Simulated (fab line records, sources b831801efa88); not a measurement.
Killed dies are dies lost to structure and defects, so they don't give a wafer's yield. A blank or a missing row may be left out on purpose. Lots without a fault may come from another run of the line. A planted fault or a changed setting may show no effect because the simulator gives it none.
Which tool did it? | flow gf180mcu | 12 lots, 36 wafers sampled, at 5 steps of a route of 602

WHAT THE GAUGES READ, wafer by wafer
GF_DUAL_GATE_THK_MEAS_03. Usual: DUAL_GATE_OXIDATION_00_THK 10.83 nm, standard deviation 0.17.
lot  | measured     | on            | DUAL_GATE_OXIDATION_00_THK (nm) | flag
L697 | day 7 13:56  | film_metro-04 | 10.96 10.82 10.66               |
L702 | day 8 21:57  | film_metro-01 | 10.81 10.91 10.76               |
L703 | day 9 03:38  | film_metro-01 | 10.62 10.45 10.59               |
L704 | day 9 10:58  | film_metro-04 | 10.75 10.75 10.73               |
L708 | day 10 11:55 | film_metro-04 | 10.61 10.58 10.58               |
L709 | day 10 20:25 | film_metro-02 | 10.73 10.95 10.97               |
L712 | day 11 13:26 | film_metro-01 | 10.69 10.73 10.70               |
L713 | day 11 22:28 | film_metro-01 | 10.74 10.46 10.65               |
L716 | day 12 22:35 | film_metro-01 | 10.97 11.05 11.15               |
L717 | day 13 11:46 | film_metro-01 | 10.84 10.88 11.02               |
L719 | day 14 00:34 | film_metro-02 | 10.78 10.94 10.84               |
L718 | day 14 02:01 | film_metro-04 | 10.93 11.05 10.93               |

GF_HV_LDD_CD_MEAS_19: target cd 400 nm. Usual: cd_nm 395.9 nm, standard deviation 2.1.
lot  | measured     | on        | cd_nm (nm)        | flag
L697 | day 10 15:41 | cd_sem-02 | 397.0 396.5 396.0 |
L702 | day 12 03:39 | cd_sem-01 | 395.2 393.5 394.2 |
L703 | day 12 12:26 | cd_sem-01 | 395.4 394.8 396.2 |
L704 | day 12 18:17 | cd_sem-02 | 390.4 391.7 391.4 |
L712 | day 15 05:59 | cd_sem-02 | 397.7 399.6 396.0 |
L713 | day 15 12:20 | cd_sem-02 | 396.3 396.1 398.6 |
L716 | day 16 16:41 | cd_sem-02 | 394.1 395.7 394.0 |
L717 | day 17 10:07 | cd_sem-02 | 397.7 397.0 397.2 |
L719 | day 17 22:51 | cd_sem-02 | 392.4 392.0 392.1 |
L718 | day 18 01:58 | cd_sem-02 | 395.7 396.3 395.7 |

WHICH TOOL RAN EACH LOT (tool, then ch and the chambers of the sampled wafers, then the start)
lot  | GF_VT_IMPLANT_STRIP_20               | GF_POLY_GATE_ETCH_13             | GF_POLY_GATE_STRIP_14
L697 | plasma_asher-03 ch 0,1, day 6 04:52  | rie_si-02 ch 0,2, day 9 03:38    | plasma_asher-01 ch 0,1, day 9 03:41
L702 | plasma_asher-03 ch 0,1, day 7 10:35  | rie_si-02 ch 0,1, day 10 12:50   | plasma_asher-01 ch 0,1, day 10 12:53
L703 | plasma_asher-02 ch 0, day 7 17:20    | rie_si-02 ch 1,3, day 10 20:01   | plasma_asher-04 ch 1, day 10 20:04
L704 | plasma_asher-02 ch 0,1, day 7 23:46  | rie_si-02 ch 0,2,3, day 11 03:22 | plasma_asher-03 ch 0,1, day 11 03:25
L708 | plasma_asher-03 ch 0,1, day 8 22:04  | rie_si-02 ch 0,1,3, day 12 04:02 | plasma_asher-03 ch 0,1, day 12 04:05
L709 | plasma_asher-02 ch 0,1, day 9 05:28  | rie_si-02 ch 0,1,2, day 12 14:26 | plasma_asher-01 ch 0,1, day 12 14:29
L712 | plasma_asher-03 ch 0,1, day 9 23:40  | rie_si-01 ch 0,1,2, day 13 10:28 | plasma_asher-04 ch 0,1, day 13 10:31
L713 | plasma_asher-04 ch 1, day 10 06:52   | rie_si-02 ch 0,2,3, day 13 16:34 | plasma_asher-04 ch 0,1, day 13 16:37
L716 | plasma_asher-04 ch 0,1, day 11 06:37 | rie_si-02 ch 0,1,2, day 14 18:44 | plasma_asher-04 ch 0,1, day 14 18:47
L717 | plasma_asher-02 ch 0,1, day 11 19:04 | rie_si-02 ch 1,2,3, day 15 11:08 | plasma_asher-03 ch 0,1, day 15 11:11
L719 | plasma_asher-02 ch 0,1, day 12 06:01 | rie_si-01 ch 1,2,3, day 15 22:32 | plasma_asher-03 ch 0,1, day 15 22:35
L718 | plasma_asher-02 ch 0,1, day 12 08:01 | rie_si-01 ch 1,2, day 16 02:29   | plasma_asher-04 ch 0,1, day 16 02:32
- GF_VT_IMPLANT_STRIP_20: strips in O2/N2.
- GF_POLY_GATE_ETCH_13: etches poly-Si in HBr/Cl2, stops on SiO2, target depth 198.5 nm, time 69.6 s.
- GF_POLY_GATE_STRIP_14: strips in O2/N2.

WHAT THE TOOLS THEMSELVES READ (means of the sampled wafers that have a number; where no wafer has one, the mark that the record gives instead)
GF_VT_IMPLANT_STRIP_20. Usual: drypump_motor_current_A 5.5 A, standard deviation 0.55; heater_power_w 376 W, standard deviation 68; oes_product_au 0.715 a.u., standard deviation 0.0045; strip_time_to_endpoint_s 12.65 s, standard deviation 0.033.
lot  | tool            | drypump_motor_current_A (A) | heater_power_w (W) | oes_product_au (a.u.) | strip_time_to_endpoint_s (s) | flag
L697 | plasma_asher-03 | 6.1                         | 343                | 0.718                 | 12.65                        |
L702 | plasma_asher-03 | 6.1                         | 338                | 0.710                 | 12.62                        |
L703 | plasma_asher-02 | 6.0                         | 476                | 0.716                 | 12.65                        |
L704 | plasma_asher-02 | 5.6                         | 444                | 0.714                 | 12.70                        |
L708 | plasma_asher-03 | 5.9                         | 330                | 0.717                 | 12.64                        |
L709 | plasma_asher-02 | 5.6                         | 436                | 0.714                 | 12.65                        |
L712 | plasma_asher-03 | 6.0                         | 340                | 0.720                 | 12.64                        |
L713 | plasma_asher-04 | 4.7                         | 382                | 0.718                 | 12.68                        |
L716 | plasma_asher-04 | 5.1                         | 350                | 0.712                 | 12.60                        |
L717 | plasma_asher-02 | 5.3                         | 387                | 0.715                 | 12.59                        |
L719 | plasma_asher-02 | 5.3                         | 390                | 0.713                 | 12.67                        |
L718 | plasma_asher-02 | 5.6                         | 442                | 0.712                 | 12.65                        |

GF_POLY_GATE_ETCH_13. Usual: HBr_flow_sccm 150.0 sccm, standard deviation 0.44; bias_w 99.94 W, standard deviation 0.29; drypump_motor_current_A 5.9 A, standard deviation 0.43; he_backside_leak_sccm 2.78 sccm, standard deviation 0.21; oes_product_au 0.989 a.u., standard deviation 0.007; throttle_valve_pct 33.685 %, standard deviation 0.0087.
lot  | tool      | HBr_flow_sccm (sccm) | bias_w (W) | drypump_motor_current_A (A) | he_backside_leak_sccm (sccm) | oes_product_au (a.u.) | throttle_valve_pct (%) | flag
L697 | rie_si-02 | 149.9                | 99.96      | 5.5                         | 2.83                         | 0.991                 | 33.687                 |
L702 | rie_si-02 | 149.8                | 100.18     | 5.8                         | 2.78                         | 0.989                 | 33.682                 |
L703 | rie_si-02 | 150.1                | 99.74      | 5.7                         | 2.70                         | 0.988                 | 33.689                 |
L704 | rie_si-02 | 150.0                | 100.03     | 5.5                         | 2.69                         | 0.989                 | 33.677                 |
L708 | rie_si-02 | -                    | -          | -                           | -                            | -                     | -                      | OFF
L709 | rie_si-02 | -                    | -          | -                           | -                            | -                     | -                      | OFF
L712 | rie_si-01 | 149.8                | 100.26     | 6.0                         | 2.83                         | 0.992                 | 33.679                 |
L713 | rie_si-02 | 150.0                | 99.67      | 5.5                         | 2.71                         | 0.986                 | 33.677                 |
L716 | rie_si-02 | 149.9                | 100.35     | 5.7                         | 2.81                         | 0.994                 | 33.687                 |
L717 | rie_si-02 | 150.1                | 100.10     | 5.7                         | 2.79                         | 0.981                 | 33.686                 |
L719 | rie_si-01 | 149.9                | 99.92      | 6.3                         | 2.73                         | 0.992                 | 33.692                 |
L718 | rie_si-01 | 149.8                | 99.98      | 6.1                         | 2.94                         | 0.996                 | 33.694                 |

GF_POLY_GATE_STRIP_14. Usual: drypump_motor_current_A 5.6 A, standard deviation 0.49; heater_power_w 327 W, standard deviation 36; oes_product_au 0.505 a.u., standard deviation 0.0051.
lot  | tool            | drypump_motor_current_A (A) | heater_power_w (W) | oes_product_au (a.u.) | flag
L697 | plasma_asher-01 | 5.6                         | 305                | 0.502                 |
L702 | plasma_asher-01 | 5.5                         | 317                | 0.503                 |
L703 | plasma_asher-04 | 4.7                         | 389                | 0.504                 |
L704 | plasma_asher-03 | 5.9                         | 326                | 0.506                 |
L708 | plasma_asher-03 | 6.1                         | 341                | 0.542                 | OFF
L709 | plasma_asher-01 | 5.6                         | 304                | 0.545                 | OFF
L712 | plasma_asher-04 | 5.4                         | 310                | 0.504                 |
L713 | plasma_asher-04 | 5.4                         | 313                | 0.507                 |
L716 | plasma_asher-04 | 5.1                         | 353                | 0.508                 |
L717 | plasma_asher-03 | 6.1                         | 339                | 0.507                 |
L719 | plasma_asher-03 | 5.9                         | 326                | 0.505                 |
L718 | plasma_asher-04 | 5.1                         | 346                | 0.498                 |

THE ANSWER, worked out from the rows above alone
Rule: a lot is off if the mean of its wafers that have a number lies more than 3 standard deviations from the usual mean. A lot without any number at a reading at which 4 lots or more have one is off too. The other lots that the step has rows for count as sound. The gauges are gone through in route order, then the tools' own readings, and for those a lot's mean is taken as printed above. The first step at which some lot is off is used, and at that step the reading that is off furthest; a lot without a number counts as furthest.
Off: L708, L709, at GF_POLY_GATE_ETCH_13 (HBr_flow_sccm). Without a number there: L708, L709.
A tool fits if, at that step or a process step before it, it ran every lot that is off, and no sound lot after the first of them. None of those tried fits.

WHAT THE SIMULATOR HAD PUT IN
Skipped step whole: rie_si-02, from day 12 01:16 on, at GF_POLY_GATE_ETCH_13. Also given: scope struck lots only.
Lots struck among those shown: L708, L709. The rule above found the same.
